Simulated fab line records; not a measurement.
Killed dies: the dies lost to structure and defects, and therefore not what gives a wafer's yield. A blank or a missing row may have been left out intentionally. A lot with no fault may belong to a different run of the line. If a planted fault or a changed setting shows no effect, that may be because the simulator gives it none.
What tool caused it?	flow sky130	72 wafers from 24 lots sampled at 6 of the route's 708 steps

## WHAT THE GAUGES SHOWED, per wafer
SKY_SONOS_ONO_THK_MEAS_05.
lot	measured	on	SONOS_ONO_CVD_04_THK (nm)
L074	day 12 09:47	film metro-04	5.86 5.84 5.81
L075	day 12 18:13	film metro-02	5.65 5.72 5.67
L076	day 12 19:27	film metro-02	5.78 5.87 5.90
L077	day 13 04:50	film metro-01	5.85 5.71 5.76
L078	day 13 08:40	film metro-02	5.73 5.75 5.69
L079	day 13 15:53	film metro-01	5.61 5.71 5.70
L080	day 13 22:20	film metro-01	5.68 5.63 5.76
L081	day 14 09:51	film metro-01	6.06 6.02 6.09
L082	day 14 18:50	film metro-04	6.01 5.90 5.97
L083	day 14 18:50	film metro-01	5.76 5.77 5.69
L084	day 15 02:47	film metro-02	5.83 5.87 5.83
L085	day 15 12:42	film metro-01	5.67 5.72 5.79
L086	day 16 03:17	film metro-01	5.94 5.87 5.89
L087	day 16 14:14	film metro-01	5.83 5.86 5.90
L088	day 16 23:19	film metro-04	5.75 5.72 5.67
L090	day 17 06:10	film metro-02	5.73 5.81 5.71
L089	day 17 06:11	film metro-04	5.51 5.52 5.56
L091	day 17 14:07	film metro-01	5.57 5.64 5.71
L092	day 18 06:28	film metro-02	5.61 5.54 5.70
L093	day 18 19:35	film metro-01	5.89 5.79 5.77
L094	day 18 19:35	film metro-02	5.87 5.91 5.93
L095	day 19 00:26	film metro-04	5.67 5.67 5.58
L096	day 19 10:11	film metro-04	5.65 5.69 5.76
L097	day 19 13:26	film metro-01	5.78 5.81 5.88

SKY_POLY_GATE_CD_MEAS_13: target cd 150 nm.
lot	measured	on	cd nm (nm)
L074	day 17 10:46	cd sem-02	150.0 148.8 149.0
L075	day 17 19:46	cd sem-01	151.4 150.6 150.3
L076	day 17 16:08	cd sem-01	149.5 149.3 150.1
L077	day 18 04:41	cd sem-02	149.9 151.1 150.7
L078	day 18 09:17	cd sem-01	150.6 148.7 147.9
L079	day 18 17:29	cd sem-01	149.1 146.9 147.6
L080	day 18 23:35	cd sem-02	148.6 150.0 149.8
L081	day 19 16:49	cd sem-01	150.9 150.7 151.6
L082	day 20 03:44	cd sem-01	150.7 149.6 149.8
L083	day 20 04:05	cd sem-02	150.1 150.8 150.6
L084	day 20 10:18	cd sem-02	151.0 150.7 149.4
L085	day 20 18:24	cd sem-01	149.4 147.7 149.5
L086	day 21 11:37	cd sem-01	150.9 150.6 149.4
L087	day 22 02:10	cd sem-01	150.8 151.0 148.9
L088	day 22 05:24	cd sem-01	151.5 152.5 151.2
L090	day 22 16:13	cd sem-01	149.4 148.7 149.2
L089	day 22 15:01	cd sem-02	147.7 148.6 146.2
L091	day 23 01:19	cd sem-01	151.0 150.2 151.0
L092	day 23 14:33	cd sem-01	150.3 150.8 150.3
L093	day 24 03:07	cd sem-02	150.4 149.0 150.4
L094	day 24 06:31	cd sem-02	151.5 149.3 149.3
L095	day 24 09:23	cd sem-01	151.9 151.4 151.4
L096	day 24 19:16	cd sem-02	150.2 149.9 149.9
L097	day 24 20:50	cd sem-01	149.9 151.7 150.9

SKY_VIA2_THK_MEAS_23: measures by xrf.
lot	measured	on	VIA2_W_THK (nm)
L074	day 37 02:17	film metro-02	413 415 415
L075	day 37 14:59	film metro-02	417 410 411
L076	day 37 10:34	film metro-01	406 401 404
L077	day 37 18:59	film metro-01	417 412 410
L078	day 38 03:48	film metro-02	406 411 407
L079	day 38 07:09	film metro-04	420 419 422
L080	day 38 11:11	film metro-04	405 405 401
L081	day 39 01:58	film metro-01	409 412 413
L082	day 39 11:25	film metro-01	409 409 408
L083	day 39 09:12	film metro-02	409 407 410
L084	day 39 18:42	film metro-01	407 409 405
L085	day 39 20:25	film metro-04	412 414 413
L086	day 40 13:28	film metro-04	412 409 403
L087	day 40 23:04	film metro-04	408 405 404
L088	day 41 05:46	film metro-04	413 411 412
L090	day 41 10:42	film metro-01	409 409 406
L089	day 41 09:12	film metro-04	417 419 416
L091	day 41 20:55	film metro-01	402 410 409
L092	day 42 06:02	film metro-04	405 411 408
L093	day 42 15:16	film metro-04	408 414 415
L094	day 42 20:08	film metro-02	421 409 414
L095	day 42 23:43	film metro-01	409 405 406
L096	day 43 03:34	film metro-01	412 415 411
L097	day 43 05:35	film metro-04	415 411 412

SKY_CAPM_THK_MEAS_04: measures by xrf.
lot	measured	on	CAPM_TIN_THK (nm)
L074	day 37 03:07	film metro-04	206.2 207.2 205.8
L075	day 37 15:48	film metro-03	210.7 211.1 212.2
L076	day 37 11:23	film metro-03	206.8 204.7 203.1
L077	day 37 19:48	film metro-04	205.3 207.2 206.7
L078	day 38 04:39	film metro-03	209.7 210.0 209.3
L079	day 38 07:59	film metro-04	209.4 209.6 208.4
L080	day 38 12:00	film metro-04	208.9 210.6 210.2
L081	day 39 02:47	film metro-04	207.7 209.2 208.8
L082	day 39 12:14	film metro-03	203.5 206.2 202.3
L083	day 39 10:01	film metro-04	205.3 207.1 205.6
L084	day 39 19:31	film metro-04	210.6 210.8 208.7
L085	day 39 21:15	film metro-02	206.5 206.7 205.6
L086	day 40 14:17	film metro-02	209.2 206.0 207.9
L087	day 40 23:53	film metro-02	209.1 208.8 211.4
L088	day 41 06:36	film metro-04	205.8 206.1 205.1
L090	day 41 11:31	film metro-02	204.1 206.4 204.5
L089	day 41 10:02	film metro-02	208.3 208.5 207.8
L091	day 41 21:52	film metro-04	209.8 212.0 207.0
L092	day 42 06:53	film metro-03	208.6 204.4 206.2
L093	day 42 16:07	film metro-03	208.2 206.7 205.6
L094	day 42 20:58	film metro-04	210.1 211.5 212.0
L095	day 43 00:34	film metro-04	209.7 211.3 209.7
L096	day 43 04:23	film metro-03	202.2 203.1 204.8
L097	day 43 06:27	film metro-04	207.3 206.6 210.3

## EACH LOT AND THE TOOL THAT RAN IT (in order: tool; ch and the chambers of the sampled wafers; start)
lot	SKY_VIA1_SPUTTER_20	SKY_CAPM_SPUTTER_02
L074	pvd sputter-03, day 34 18:16	pvd sputter-02, day 37 02:53
L075	pvd sputter-03, day 35 07:31	pvd sputter-01, day 37 15:34
L076	pvd sputter-01, day 35 01:49	pvd sputter-03, day 37 11:10
L077	pvd sputter-03, day 35 12:11	pvd sputter-01, day 37 19:33
L078	pvd sputter-02, day 35 20:53	pvd sputter-01, day 38 04:24
L079	pvd sputter-03, day 35 22:31	pvd sputter-01, day 38 07:45
L080	pvd sputter-01, day 36 04:07	pvd sputter-01, day 38 11:46
L081	pvd sputter-01, day 36 18:49	pvd sputter-01, day 39 02:34
L082	pvd sputter-02, day 37 04:51	pvd sputter-01, day 39 12:00
L083	pvd sputter-03, day 37 03:17	pvd sputter-01, day 39 09:47
L084	pvd sputter-03, day 37 11:53	pvd sputter-01, day 39 19:17
L085	pvd sputter-03, day 37 13:49	pvd sputter-01, day 39 21:01
L086	pvd sputter-01, day 38 07:11	pvd sputter-03, day 40 14:05
L087	pvd sputter-03, day 38 17:52	pvd sputter-03, day 40 23:40
L088	pvd sputter-01, day 39 00:01	pvd sputter-01, day 41 06:22
L090	pvd sputter-03, day 39 05:35	pvd sputter-03, day 41 11:17
L089	pvd sputter-03, day 39 04:52	pvd sputter-02, day 41 09:47
L091	pvd sputter-01, day 39 16:25	pvd sputter-03, day 41 21:37
L092	pvd sputter-01, day 40 02:18	pvd sputter-01, day 42 06:38
L093	pvd sputter-03, day 40 12:36	pvd sputter-03, day 42 15:52
L094	pvd sputter-02, day 40 18:02	pvd sputter-01, day 42 20:43
L095	pvd sputter-02, day 40 20:11	pvd sputter-02, day 43 00:20
L096	pvd sputter-02, day 41 00:52	pvd sputter-02, day 43 04:09
L097	pvd sputter-03, day 41 02:17	pvd sputter-01, day 43 06:12
- SKY_VIA1_SPUTTER_20: material TiN, target thk 20 nm, time 80 s.
- SKY_CAPM_SPUTTER_02: material TiN, target thk 200 nm, time 169.9 s.

## WHAT THE TOOLS THEMSELVES READ (means of the sampled wafers that have a number; where no wafer has one, the mark that the record gives instead)
SKY_VIA1_SPUTTER_20.
lot	tool	throttle valve pct (%)
L074	pvd sputter-03	29.7
L075	pvd sputter-03	30.6
L076	pvd sputter-01	29.5
L077	pvd sputter-03	29.7
L078	pvd sputter-02	29.8
L079	pvd sputter-03	31.3
L080	pvd sputter-01	30.2
L081	pvd sputter-01	30.2
L082	pvd sputter-02	29.7
L083	pvd sputter-03	29.5
L084	pvd sputter-03	29.4
L085	pvd sputter-03	29.0
L086	pvd sputter-01	30.7
L087	pvd sputter-03	28.9
L088	pvd sputter-01	30.0
L090	pvd sputter-03	30.3
L089	pvd sputter-03	29.7
L091	pvd sputter-01	30.5
L092	pvd sputter-01	29.8
L093	pvd sputter-03	28.6
L094	pvd sputter-02	29.4
L095	pvd sputter-02	29.4
L096	pvd sputter-02	29.5
L097	pvd sputter-03	29.7

SKY_CAPM_SPUTTER_02.
lot	tool	throttle valve pct (%)
L074	pvd sputter-02	29.5
L075	pvd sputter-01	30.2
L076	pvd sputter-03	29.0
L077	pvd sputter-01	30.5
L078	pvd sputter-01	30.6
L079	pvd sputter-01	30.1
L080	pvd sputter-01	30.3
L081	pvd sputter-01	29.9
L082	pvd sputter-01	30.1
L083	pvd sputter-01	29.7
L084	pvd sputter-01	30.3
L085	pvd sputter-01	29.8
L086	pvd sputter-03	29.9
L087	pvd sputter-03	29.7
L088	pvd sputter-01	29.6
L090	pvd sputter-03	28.1
L089	pvd sputter-02	29.6
L091	pvd sputter-03	28.8
L092	pvd sputter-01	30.6
L093	pvd sputter-03	29.6
L094	pvd sputter-01	30.2
L095	pvd sputter-02	29.4
L096	pvd sputter-02	29.5
L097	pvd sputter-01	30.5

## THE ANSWER, worked out from the rows above alone
Rule: the lots themselves supply what counts as usual. Put in order of their means at a reading, lots are off if they are a third of the lots or fewer, leave a main group of 4 or more, and stand apart from it by a gap of 3 or more times the standard deviation of the main group's means; of several such gaps the widest counts. The tables above print the reading to a certain number of digits; a main group whose means all agree to those digits is not used. Also off: a lot with no number at a reading for which 4 or more lots have one. Any other lot the step has rows for is counted as sound. First the gauges in route order, then the tools' own readings, where a lot's mean is used as printed above. At the first step where some lot is off, the reading lying furthest off is the one used; lots without a number count as furthest.
No lot is off on any of the readings shown, so nothing can be concluded from this.

## WHAT THE SIMULATOR HAD INSERTED
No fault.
